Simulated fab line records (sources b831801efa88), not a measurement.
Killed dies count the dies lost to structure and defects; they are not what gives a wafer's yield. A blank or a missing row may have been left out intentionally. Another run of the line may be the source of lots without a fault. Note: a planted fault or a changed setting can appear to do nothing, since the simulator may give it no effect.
The tool behind it: which one? | flow sky130 | 11 lots, 32 wafers sampled, at 5 steps of a route of 708

== WHAT THE GAUGES READ, wafer by wafer ==
SKY_METAL1_THK_MEAS_06: measures by xrf.
lot  | measured     | on            | METAL1_ALCU_THK (nm)
L947 | day 32 01:04 | film metro-01 | 245.8 247.2 246.9
L948 | day 32 04:17 | film metro-03 | 249.1 248.5 247.3
L951 | day 33 07:28 | film metro-01 | 244.4 245.0 244.1
L953 | day 34 00:15 | film metro-03 | 244.6 242.3 244.4
L955 | day 34 12:20 | film metro-01 | 248.4 249.2 246.1
L958 | day 35 18:53 | film metro-02 | 240.9 242.7 244.7
L959 | day 36 04:05 | film metro-03 | 244.4 243.1
L960 | day 36 10:25 | film metro-02 | 248.7 245.9 247.3
L969 | day 39 00:05 | film metro-01 | 242.5 246.7 247.7
L967 | day 39 03:37 | film metro-02 | 244.7 248.0 244.0
L968 | day 39 04:18 | film metro-02 | 244.6 246.8 245.4

SKY_VIA1_THK_MEAS_01.
lot  | measured     | on            | VIA1_HDPCVD_THK (nm)
L947 | day 33 05:04 | film metro-01 | 1036 1028 1029
L948 | day 33 08:01 | film metro-02 | 1051 1042 1043
L951 | day 34 10:13 | film metro-01 | 1046 1041 1022
L953 | day 35 03:56 | film metro-01 | 1041 1038 1023
L955 | day 35 15:41 | film metro-04 | 1028 1044 1040
L958 | day 36 22:18 | film metro-01 | 971 1022 1035
L959 | day 37 07:28 | film metro-01 | 965 1020
L960 | day 37 14:18 | film metro-02 | 1022 1034 1036
L969 | day 40 01:45 | film metro-04 | 1024 1039 1037
L967 | day 40 05:01 | film metro-01 | 1019 1032 1036
L968 | day 40 06:36 | film metro-01 | 1035 1026 1040

== WHAT TOOL EACH LOT RAN ON (gives the tool, then ch and the chambers of the sampled wafers, and finally the start) ==
lot  | SKY_LOCAL_INTERCONNECT_METAL_ETCH_14 | SKY_METAL1_SPUTTER_02        | SKY_VIA1_HDPCVD_00
L947 | rie metal-04 ch 0, day 30 18:26      | pvd sputter-02, day 32 00:51 | hdpcvd-01 ch 0,2, day 33 04:53
L948 | rie metal-04 ch 0,1, day 30 21:39    | pvd sputter-04, day 32 04:03 | hdpcvd-02 ch 0,2, day 33 07:53
L951 | rie metal-04 ch 0,1, day 32 01:56    | pvd sputter-02, day 33 07:14 | hdpcvd-01 ch 0,1, day 34 10:05
L953 | rie metal-04 ch 0,1, day 32 18:06    | pvd sputter-03, day 34 00:02 | hdpcvd-01 ch 0,1,2, day 35 03:50
L955 | rie metal-04 ch 0,1, day 33 07:39    | pvd sputter-04, day 34 12:07 | hdpcvd-01 ch 0,1,2, day 35 15:35
L958 | rie metal-04 ch 0,1, day 34 13:39    | pvd sputter-04, day 35 18:41 | hdpcvd-01 ch 1,2, day 36 22:11
L959 | rie metal-04 ch 0,1, day 34 23:21    | pvd sputter-02, day 36 03:52 | hdpcvd-01 ch 0, day 37 07:17
L960 | rie metal-04 ch 0,1, day 35 04:41    | pvd sputter-04, day 36 10:12 | hdpcvd-02 ch 1,2, day 37 14:11
L969 | rie metal-02 ch 1, day 37 18:44      | pvd sputter-02, day 38 23:52 | hdpcvd-02 ch 0,1,2, day 40 01:38
L967 | rie metal-04 ch 0,1, day 37 22:53    | pvd sputter-02, day 39 03:24 | hdpcvd-02 ch 0,1,2, day 40 04:54
L968 | rie metal-02 ch 0,1, day 37 23:03    | pvd sputter-03, day 39 04:00 | hdpcvd-01 ch 0,1, day 40 06:29
- SKY_LOCAL_INTERCONNECT_METAL_ETCH_14: etches TiN in Cl2/BCl3, stops on PSG, target depth 110 nm, time 31.4 s.
- SKY_METAL1_SPUTTER_02: material AlCu, target thk 250 nm, time 13.3 s.
- SKY_VIA1_HDPCVD_00: deposits SiO2, target thk 1030 nm, time 171.7 s.

== WHAT THE TOOLS THEMSELVES READ (means of the sampled wafers that have a number; where no wafer has one, the mark that the record gives instead) ==
SKY_LOCAL_INTERCONNECT_METAL_ETCH_14.
lot  | tool         | bias w (W) | drypump motor current A (A) | oes product au (a.u.) | rf fwd power W (W) | throttle valve pct (%)
L947 | rie metal-04 | 48.65      | 5.84                        | 0.937                 | 887                | 21.908
L948 | rie metal-04 | 48.47      | 5.44                        | 0.950                 | 887                | 21.893
L951 | rie metal-04 | 48.33      | 5.64                        | 0.941                 | 889                | 21.907
L953 | rie metal-04 | 48.54      | 5.45                        | 0.941                 | 889                | 21.905
L955 | rie metal-04 | 48.77      | 5.66                        | 0.947                 | 891                | 21.906
L958 | rie metal-04 | 48.56      | 5.44                        | 0.941                 | 891                | 21.899
L959 | rie metal-04 | 48.59      | 5.52                        | 0.944                 | 886                | 21.887
L960 | rie metal-04 | 48.56      | 5.66                        | 0.936                 | 892                | 21.899
L969 | rie metal-02 | 48.54      | 5.80                        | 0.935                 | 896                | 21.901
L967 | rie metal-04 | 48.62      | 5.64                        | 0.935                 | 889                | 21.911
L968 | rie metal-02 | 48.60      | 5.46                        | 0.933                 | 886                | 21.908

SKY_METAL1_SPUTTER_02.
lot  | tool           | throttle valve pct (%)
L947 | pvd sputter-02 | 30.8
L948 | pvd sputter-04 | 29.1
L951 | pvd sputter-02 | 30.7
L953 | pvd sputter-03 | 30.8
L955 | pvd sputter-04 | 29.1
L958 | pvd sputter-04 | 28.7
L959 | pvd sputter-02 | 28.7
L960 | pvd sputter-04 | 29.4
L969 | pvd sputter-02 | 29.5
L967 | pvd sputter-02 | 30.7
L968 | pvd sputter-03 | 30.9

SKY_VIA1_HDPCVD_00.
lot  | tool      | run length s (s)
L947 | hdpcvd-01 | 199.3
L948 | hdpcvd-02 | 199.9
L951 | hdpcvd-01 | 200.0
L953 | hdpcvd-01 | 199.3
L955 | hdpcvd-01 | 199.2
L958 | hdpcvd-01 | 196.1
L959 | hdpcvd-01 | 194.6
L960 | hdpcvd-02 | 200.0
L969 | hdpcvd-02 | 199.7
L967 | hdpcvd-02 | 200.0
L968 | hdpcvd-01 | 199.9

== THE ANSWER, worked out from the rows above alone ==
Rule: what is usual is taken from the lots themselves. The widest of any qualifying gaps counts: lots, ordered by their means at a reading, are off when they make up no more than a third of the lots, leave a main group of 4 or more, and stand apart from it by 3 or more times the standard deviation of that group's means. If all means in a main group match to the digits the tables above print for the reading, that group is not used. Also off: a lot with no number at a reading for which 4 or more lots have one. Any other lot the step has rows for is counted as sound. The gauges are gone through in route order, then the tools' own readings, and for those a lot's mean is taken as printed above. At the first step where some lot is off, the reading lying furthest off is the one used; lots without a number count as furthest.
Off: L958, L959, seen at SKY_VIA1_THK_MEAS_01 (VIA1_HDPCVD_THK). Mean 1035 nm and standard deviation 4.6 in the main group.
A tool fits if, at a process step before that reading, it ran every lot that is off, and no sound lot after the first of them. Not tried: the gauges at SKY_VIA1_THK_MEAS_01; whatever is off there is also off at SKY_VIA1_HDPCVD_00, on other tools, and gauge error can't account for it. Not one of the candidates tried fits.

== WHAT THE SIMULATOR HAD PUT IN ==
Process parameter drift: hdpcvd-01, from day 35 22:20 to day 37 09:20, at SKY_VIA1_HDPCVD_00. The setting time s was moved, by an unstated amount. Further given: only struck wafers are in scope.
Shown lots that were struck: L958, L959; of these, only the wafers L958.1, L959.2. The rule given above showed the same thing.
